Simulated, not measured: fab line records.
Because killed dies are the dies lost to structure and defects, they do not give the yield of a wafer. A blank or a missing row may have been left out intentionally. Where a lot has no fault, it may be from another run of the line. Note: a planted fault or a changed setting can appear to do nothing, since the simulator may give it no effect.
Struck lot and sound lot, side by side | flow sky130 | 15 steps out of a route of 708
Sound: wafers L533.3, L533.5, L533.6. Struck: wafer L535.2 (left out: L535.3, a lot-mate that was not struck); the cause follows at the end.
Each step with rows lists, per side, the tool, then ch with its chambers, then its first start. Under that, the readings that differ: sound wafers | struck wafers | difference of the means | sigmas: that difference in standard deviations of wafers without a fault.
alike: a reading whose means differ by less than 2 such deviations, as well as words and numbers matching on both sides. not compared: withheld readings; readings where some wafer has no value; bounds like >300 that might hide an equal value; numbers whose values overlap and for which the record gives no deviation.
Wherever a step has rows on one side only, a row that says differs or no value, or a row with sigmas, the two part there. When numbers do not overlap yet have no deviation, they are printed without sigmas and do not part them. A reading that every wafer of one side lacks parts them only if that side has two wafers or more.

first, 4 steps without rows for these wafers: SKY_VIA3_STRIP_17 (strips in post etch residue remover, time 1200 s); SKY_VIA3_CLEAN_18 (cleans in IPA, time 180 s); SKY_VIA3_CLEAN_19 (cleans in O3/DIW); SKY_VIA3_SPUTTER_20 (material TiN, target thk 20 nm, time 80 s).
SKY_VIA3_CVD_21: deposits W, target thk 390 nm, time 117.31 s.
  sound on cvdW-01 ch 0,1, day 42 07:54; struck on cvdW-02 ch 0, day 42 20:40
  alike: heaterPowerOuterW, heaterPowerW
SKY_VIA3_RS_MEAS_22: measurement is done with a four-point probe.
  sound on filmMetro-02 at day 42 08:01; struck on filmMetro-02 at day 42 20:48
  alike: VIA3_W_RS
SKY_VIA3_THK_MEAS_23: measures by xrf.
  sound on filmMetro-02 at day 42 08:07; struck on filmMetro-02 at day 42 20:55
  alike: VIA3_W_THK
then, 2 steps without rows for these wafers: SKY_VIA3_CMP_24 (polishes, stops on SiO2, t overpolish 20 s, target thk 0 nm); SKY_METAL4_SPUTTER_00 (material Ti, target thk 15 nm, time 10 s).
SKY_METAL4_SPUTTER_01: material TiN, target thk 20 nm, time 16.7 s.
  sound on pvdSputter-01 at day 42 08:29; struck on pvdSputter-03 at day 42 21:28
  alike: throttleValvePct
SKY_METAL4_SPUTTER_02: material AlCu, target thk 735 nm, time 39.1 s.
  sound on pvdSputter-01 at day 42 08:31; struck on pvdSputter-03 at day 42 21:29
  alike: throttleValvePct
SKY_METAL4_SPUTTER_03: material Ti, target thk 5 nm, time 3.3 s.
  sound on pvdSputter-01 at day 42 08:33; struck on pvdSputter-03 at day 42 21:32
  alike: throttleValvePct
SKY_METAL4_SPUTTER_04: material TiN, target thk 70 nm, time 58.3 s.
  sound on pvdSputter-01 at day 42 08:34; struck on pvdSputter-03 at day 42 21:33
reading                                   | sound             | struck | difference | sigmas
model.TiN_of_METAL4_SPUTTER_04.thkNm (nm) | 71.28 71.65 70.87 | 93.24  | +21.97     | 
  alike: throttleValvePct
SKY_CAP2M_CVD_00: deposits SiO2, target thk 15.5 nm.
  sound on pecvd-02 ch 0,1,2, day 42 08:37; struck on pecvd-02 ch 1, day 42 21:36
  alike: heaterPowerOuterW, heaterPowerW
-- the record jumps here: 6 days lie between the struck wafers' starts before and after (it left off in module CAP2M and takes up again in module PAD_OPEN, whose first step shown is number 708 of the route) --
SKY_PAD_OPEN_PROBE_99:
  sound on prober-02 at day 47 23:34; struck on prober-02 at day 48 13:05
reading         | sound | struck | difference | sigmas
killed_at_M4_up | 6 4 5 | 1      | -4         | -2
  alike: defectLimitedYield, killed_at_M0_to_M3, killedAtContacts, killedAtFrontEnd, killedAtOther, killedDies, killedOpen, killedShort, sort_bin_3_pad_short, sort_bin_5_function, sort_bin_6_memory, sortNPass, sortYieldPct
  not compared: model.etest.via4Chain.rcOhm

## WHERE THEY PART
At SKY_PAD_OPEN_PROBE_99 and nowhere else, as far as this record goes.

WHY: whatever the simulator had introduced
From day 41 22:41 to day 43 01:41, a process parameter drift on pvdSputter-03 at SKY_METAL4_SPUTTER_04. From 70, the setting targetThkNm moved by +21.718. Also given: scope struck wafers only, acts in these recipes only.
